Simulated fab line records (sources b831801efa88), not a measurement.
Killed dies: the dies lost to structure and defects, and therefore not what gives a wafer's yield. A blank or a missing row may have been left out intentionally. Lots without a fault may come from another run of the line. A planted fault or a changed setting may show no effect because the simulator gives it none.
What tool caused it? ; flow sfq line ; 21 wafers from 7 lots sampled at 2 of the route's 325 steps

WHAT THE GAUGES SHOWED, per wafer
SFQ_M8_BOW_MEAS_951.
lot;measured;on;M8_BOW (um)
L637;day 87 02:30;film metro-02;7 12 7
L643;day 89 09:25;film metro-04;22 15 12
L647;day 89 22:37;film metro-03;17 -6 21
L651;day 90 16:44;film metro-04;12 -2 2
L652;day 94 09:56;film metro-02;30 15 26
L657;day 95 22:10;film metro-04;7 23 6
L659;day 96 16:10;film metro-03;-3 -9 7

WHAT TOOL EACH LOT RAN ON (gives the tool, then ch and the chambers of the sampled wafers, and finally the start)
lot;SFQ_TRILAYER_I7_VIA_LITHO_COAT_192
L637;litho track-04 ch 0, day 82 15:47
L643;litho track-02 ch 0, day 84 16:53
L647;litho track-03 ch 0, day 85 10:53
L651;litho track-03 ch 0, day 86 12:39
L652;litho track-04 ch 0, day 87 02:12
L657;litho track-03 ch 0, day 92 08:03
L659;litho track-04 ch 0, day 93 06:36
- SFQ_TRILAYER_I7_VIA_LITHO_COAT_192: resist thk 62 nm.

THE ANSWER, worked out from the rows above alone
Rule: what is usual is taken from the lots themselves. Put in order of their means at a reading, lots are off if they are a third of the lots or fewer, leave a main group of 4 or more, and stand apart from it by a gap of 3 or more times the standard deviation of the main group's means; of several such gaps the widest counts. Not used: any main group whose means are identical at the precision the tables above print for the reading. A lot without any number at a reading at which 4 lots or more have one is off too. Where the step has rows for the other lots, those lots are counted as sound.
No lot is off at any reading shown: from this, nothing can be told.

WHAT THE SIMULATOR HAD PUT IN
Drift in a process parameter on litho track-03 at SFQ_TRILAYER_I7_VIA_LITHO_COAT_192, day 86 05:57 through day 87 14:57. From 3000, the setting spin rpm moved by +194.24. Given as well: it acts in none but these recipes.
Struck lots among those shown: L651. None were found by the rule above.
